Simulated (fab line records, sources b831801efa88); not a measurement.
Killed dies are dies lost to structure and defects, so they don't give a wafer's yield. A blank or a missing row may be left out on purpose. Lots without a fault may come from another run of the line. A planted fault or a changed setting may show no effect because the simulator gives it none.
fab line records | flow sfq_line
record lots=14 wafers=42 last_day=75
route steps=325 shown I3@146 JJ@179 R5@225
lots that met no fault: from a run of the same line without faults
start_h: hours from the record's first day to the start of the lot's first wafer shown | wait_h: hours since the lot's step before | " the same as in the row above | L1.1+2: a row that stands for several wafers | - no value, or no start given | * or withheld: withheld | < > ~ a bound
route shown NAME@n: a module of which the file shows steps, and the number in the route of the first | usual: mean/standard deviation of fault-free wafers | same: alike in all rows | chamber/n: place in a boat | sites: the reading at each site | _std_site: their standard deviation | _edge_site: outer sites' mean less inner sites' | radius_mm: how far each site lies from the wafer's centre | mask NAME#n: copy n | behind: the tool/chamber that last shaped the wafer | hold: why the lot was held/for how many hours/how that ended | device: the transistor (n, p or np) that didn't switch | end of line: the same wafers' tests at the end of the route | a step without rows: its recipe alone | killed: dies lost to structure and defects at the first sort, not the wafer's yield | map: a wafer's dies, x killed, . not, _ none there
set.NAME: the setting as run; set.NAME@STEP: as run at that earlier step | model.NAME: the simulator's own value behind a step, which no gauge read
steps of the route over a sample of lots; a table a step, a row a wafer
services: from which hour (start_h, from the record's first day; less than 0 if before it) a tool's chamber was out of use, for how many hours, and why
## steps
# step SFQ_TRILAYER_I3_VIA_STRIP_STRIP_089
# recipe gas=O2 power_w=200 platen_temp_c=40 overash_fraction=0.65 chemistry=O2 pressure_mtorr=50
# usual drypump_motor_current_A=5.87/0.2 oes_product_au=0.995/0.0088
# columns lot.wafer tool chamber start_h wait_h drypump_motor_current_A oes_product_au rf_hours_counter_h
L112.1 rie_metal-03 1 763.92 - 5.96 0.994 39
L112.2 " 1 " " 5.93 0.987 -
L112.3 " 1 " " 5.96 0.985 -
L113.1 rie_metal-03 1 769.92 - 5.95 1.003 41
L113.3 " 1 " " 5.93 0.994 -
L113.6 " 0 " " 5.81 1.009 -
L114.1 rie_metal-02 0 775.92 - 5.63 1.003 107
L114.2 " 1 " " 6.26 1.006 80
L114.5 " 0 " " 5.61 0.990 -
L115.2 rie_metal-01 0 779.52 - 5.75 1.000 149
L115.4 " 1 " " 5.88 0.973 -
L115.5 " 0 " " 5.75 0.992 -
L116.2 rie_metal-01 0 792.82 - 5.75 0.995 151
L116.3 " 1 " " 5.81 0.983 -
L116.5 " 0 " " 5.76 0.996 -
L117.3 rie_metal-03 0 794.22 - 5.88 1.000 -
L117.4 " 1 " " 5.94 1.002 -
L117.5 " 0 " " 5.90 1.005 -
L119.1 rie_metal-01 0 815.62 - 5.76 0.988 156
L119.3 " 0 " " 5.75 0.999 -
L119.6 " 1 " " 5.84 0.985 -
L120.1 rie_metal-02 1 846.82 - 6.24 1.002 93
L120.5 " 0 " " 5.63 0.989 -
L120.6 " 1 " " 6.24 1.002 -
L121.1 rie_metal-03 1 857.42 - 5.96 1.000 58
L121.4 " 0 " " 5.82 1.005 -
L121.5 " 0 " " 5.85 1.004 -
L122.1 rie_metal-02 0 861.02 - 5.61 0.996 123
L122.2 " 1 " " 6.22 0.993 95
L122.3 " 1 " " 6.22 0.999 -
L129.2 rie_metal-02 0 945.25 - 5.62 0.992 138
L129.3 " 1 " " 6.25 1.004 -
L129.4 " 0 " " 5.61 0.997 -
L130.1 rie_metal-01 1 953.65 - 5.85 0.976 147
L130.3 " 1 " " 5.85 0.986 -
L130.6 " 0 " " 5.76 0.989 -
L131.1 rie_metal-01 0 970.55 - 5.77 0.999 15
L131.3 " 1 " " 5.86 0.978 -
L131.6 " 0 " " 5.77 0.986 -
L133.1 rie_metal-02 0 988.55 - 5.60 0.993 145
L133.2 " 1 " " 6.23 0.996 117
L133.3 " 0 " " 5.61 0.994 -
# step SFQ_TRILAYER_JJ_TRILAYER_DEP_SPUTTER_109
# recipe material=Nb base_pressure_pa=1.33e-06 chamber_pressure_pa=0.1333 substrate_temp_c=20 target_thk_nm=150 power_w=2000 time_s=100
# usual throttle_valve_pct=30.2/0.85
# columns lot.wafer tool chamber start_h wait_h throttle_valve_pct
L112.1 pvd_sputter-06 - 902.85 0.0 32.3
L112.2 " - " " 31.2
L112.3 " - " " 31.3
L113.1 pvd_sputter-03 - 911.25 0.0 28.7
L113.3 " - " " 29.7
L113.6 " - " " 29.9
L114.1 pvd_sputter-03 - 914.85 0.0 29.7
L114.2 " - " " 28.9
L114.5 " - " " 29.2
L115.2 pvd_sputter-04 - 919.65 0.0 29.8
L115.4 " - " " 30.7
L115.5 " - " " 30.0
L116.2 pvd_sputter-06 - 934.05 0.0 31.1
L116.3 " - " " 31.1
L116.5 " - " " 31.1
L117.3 pvd_sputter-04 - 936.45 0.0 29.9
L117.4 " - " " 29.8
L117.5 " - " " 30.8
L119.1 pvd_sputter-03 - 965.35 0.0 28.7
L119.3 " - " " 28.9
L119.6 " - " " 28.5
L120.1 pvd_sputter-03 - 985.75 0.0 28.4
L120.5 " - " " 29.0
L120.6 " - " " 28.5
L121.1 pvd_sputter-04 - 1010.49 0.0 29.8
L121.4 " - " " 29.7
L121.5 " - " " 29.6
L122.1 pvd_sputter-04 - 1016.49 0.0 30.2
L122.2 " - " " 30.9
L122.3 " - " " 29.8
L129.2 pvd_sputter-04 - 1101.35 0.0 29.7
L129.3 " - " " 30.1
L129.4 " - " " 30.8
L130.1 pvd_sputter-04 - 1113.94 0.0 30.1
L130.3 " - " " 29.7
L130.6 " - " " 29.6
L131.1 pvd_sputter-04 - 1129.54 0.0 30.0
L131.3 " - " " 30.7
L131.6 " - " " 30.0
L133.1 pvd_sputter-06 - 1165.88 0.0 31.3
L133.2 " - " " 32.3
L133.3 " - " " 31.1
# step SFQ_TRILAYER_JJ_CE_LITHO_COAT_119
# recipe resist=BARC spin_rpm=3000 resist_thk_nm=62
# usual exhaust_pa=45.1/0.78 spin_speed_rpm=2999.8/1.8
# columns lot.wafer tool chamber start_h wait_h exhaust_pa spin_speed_rpm
L112.1 litho_track-02 0 904.21 0.1 45.1 2998.4
L112.2 " 0 " " 44.7 3000.3
L112.3 " 0 " " 44.0 2997.0
L113.1 litho_track-02 0 912.62 0.1 45.9 2997.8
L113.3 " 0 " " 45.9 2998.2
L113.6 " 0 " " 46.0 2996.9
L114.1 litho_track-02 0 916.21 0.1 45.3 3001.2
L114.2 " 0 " " 44.4 3000.8
L114.5 " 0 " " 45.0 3000.8
L115.2 litho_track-02 0 921.06 0.1 44.2 3000.1
L115.4 " 0 " " 43.9 2996.4
L115.5 " 0 " " 43.3 3001.2
L116.2 litho_track-03 0 935.46 0.1 44.1 3002.0
L116.3 " 0 " " 44.5 3002.7
L116.5 " 0 " " 45.0 3000.1
L117.3 litho_track-04 0 937.91 0.1 44.2 3000.2
L117.4 " 0 " " 44.9 2999.2
L117.5 " 0 " " 44.8 3002.2
L119.1 litho_track-04 0 966.71 0.1 45.0 2997.5
L119.3 " 0 " " 44.5 2998.4
L119.6 " 0 " " 46.0 2997.5
L120.1 litho_track-04 0 987.11 0.1 45.0 2890.6
L120.5 " 0 " " 44.9 2891.6
L120.6 " 0 " " 46.6 2892.3
L121.1 litho_track-04 0 1011.85 0.1 44.3 2889.4
L121.4 " 0 " " 44.9 2888.0
L121.5 " 0 " " 45.3 2889.7
L122.1 litho_track-03 0 1017.85 0.1 46.3 3000.7
L122.2 " 0 " " 43.8 3002.6
L122.3 " 0 " " 44.7 3001.1
L129.2 litho_track-03 0 1102.76 0.1 45.3 3000.2
L129.3 " 0 " " 45.5 3000.3
L129.4 " 0 " " 44.8 2997.6
L130.1 litho_track-04 0 1115.30 0.1 44.8 2997.8
L130.3 " 0 " " 44.5 2998.4
L130.6 " 0 " " 46.0 2999.5
L131.1 litho_track-02 0 1130.95 0.1 45.1 3000.3
L131.3 " 0 " " 44.5 3000.9
L131.6 " 0 " " 46.2 3001.8
L133.1 litho_track-03 0 1167.23 0.1 44.7 2997.8
L133.2 " 0 " " 44.6 3001.0
L133.3 " 0 " " 45.1 2997.0
# step SFQ_TRILAYER_R5_ETCH_METAL_ETCH_139
# recipe stop_on=SiO2 mask_material=PR chemistry=Cl2 target_depth_nm=60 icp_w=600 bias_w=80 pressure_mtorr=10 time_s=40
# usual drypump_motor_current_A=5.92/0.27 oes_product_au=0.990/0.006
# columns lot.wafer tool chamber start_h wait_h drypump_motor_current_A oes_product_au rf_hours_counter_h
L112.1 rie_metal-03 1 1129.84 0.0 5.96 0.985 103
L112.2 " 0 " " 5.85 0.985 63
L112.3 " 0 " " 5.88 0.986 -
L113.1 rie_metal-03 0 1144.34 0.0 5.83 0.988 66
L113.3 " 0 " " 5.85 0.993 -
L113.6 " 1 " " 5.96 0.990 -
L114.1 rie_metal-04 0 1154.18 0.0 6.34 0.994 146
L114.2 " 1 " " 5.42 0.991 102
L114.5 " 0 " " 6.35 1.001 -
L115.2 rie_metal-03 0 1157.78 0.0 5.84 0.987 68
L115.4 " 1 " " 5.93 0.994 -
L115.5 " 1 " " 5.95 0.982 -
L116.2 rie_metal-04 1 1180.58 0.0 5.43 0.991 107
L116.3 " 0 " " 6.39 0.992 -
L116.5 " 1 " " 5.46 0.986 -
L117.3 rie_metal-01 1 1185.40 0.0 5.87 0.992 -
L117.4 " 0 " " 5.77 0.983 -
L117.5 " 1 " " 5.86 0.992 -
L119.1 rie_metal-04 0 1202.93 0.0 6.37 0.986 154
L119.3 " 0 " " 6.37 0.996 -
L119.6 " 0 " " 6.37 0.994 -
L120.1 rie_metal-01 0 1204.13 0.0 5.79 0.984 61
L120.5 " 1 " " 5.87 0.987 -
L120.6 " 0 " " 5.77 0.988 -
L121.1 rie_metal-03 1 1205.33 0.0 5.93 0.981 115
L121.4 " 1 " " 5.95 0.981 -
L121.5 " 0 " " 5.86 0.987 -
L122.1 rie_metal-01 0 1341.08 0.0 5.77 0.981 76
L122.2 " 1 " " 5.85 0.994 33
L122.3 " 1 " " 5.87 0.995 -
L129.2 rie_metal-01 1 1462.73 0.0 5.86 0.993 48
L129.3 " 0 " " 5.77 0.980 -
L129.4 " 1 " " 5.83 0.987 -
L130.1 rie_metal-04 0 1472.39 0.1 6.41 0.995 21
L130.3 " 0 " " 6.40 0.985 -
L130.6 " 0 " " 6.46 0.993 -
L131.1 rie_metal-03 1 1493.72 0.0 5.93 0.987 153
L131.3 " 1 " " 5.95 0.980 -
L131.6 " 1 " " 5.94 0.984 -
L133.1 rie_metal-01 0 1533.38 0.1 5.76 0.997 101
L133.2 " 0 " " 5.75 0.990 -
L133.3 " 0 " " 5.75 0.999 -
## services
# columns tool chamber start_h hours kind
pvd_sputter-04 - 741.14 2.5 repair
rie_metal-04 1 756.50 11.4 repair
rie_metal-01 - 768.60 1.4 pm
rie_metal-04 - 768.89 1.1 repair
pvd_sputter-04 - 798.62 12.4 repair
rie_metal-01 - 825.22 0.3 repair
pvd_sputter-03 - 837.28 3.4 repair
rie_metal-01 1 837.49 19.2 repair
rie_metal-04 1 857.93 4.7 repair
rie_metal-01 - 869.04 2.8 pm
rie_metal-01 - 907.49 0.7 repair
rie_metal-02 1 915.54 1.7 repair
pvd_sputter-03 - 916.43 0.7 repair
rie_metal-02 - 924.60 1.2 repair
rie_metal-03 - 945.08 13.5 repair
pvd_sputter-04 - 961.72 7.0 repair
rie_metal-02 1 1035.46 8.2 repair
rie_metal-01 1 1050.14 17.0 repair
rie_metal-03 - 1169.47 1.4 pm
rie_metal-02 - 1210.28 2.8 pm
pvd_sputter-04 - 1213.66 2.1 repair
pvd_sputter-04 - 1354.35 2.6 repair
rie_metal-02 1 1434.59 2.9 repair
rie_metal-01 1 1531.44 5.1 repair
## key
first_sign step=SFQ_TRILAYER_JJ_CE_LITHO_COAT_119 reading=spin_speed_rpm direction=down sigmas=60 usual=2999.8 struck=2890.2
effect none on later readings
met_at SFQ_TRILAYER_JJ_CE_LITHO_COAT_119
struck_lots L120,L121
not_acting_at SFQ_TRILAYER_I3_VIA_STRIP_STRIP_089,SFQ_TRILAYER_JJ_TRILAYER_DEP_SPUTTER_109,SFQ_TRILAYER_R5_ETCH_METAL_ETCH_139
onset_between 966.71 987.11
fault kind=process_parameter_drift tool=litho_track-04 chamber=- onset_h=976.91 steps=SFQ_TRILAYER_JJ_CE_LITHO_COAT_119 channel=spin_rpm offset=-108.56 shape=step end_h=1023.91 acts_in=these_recipes_only stated=3000
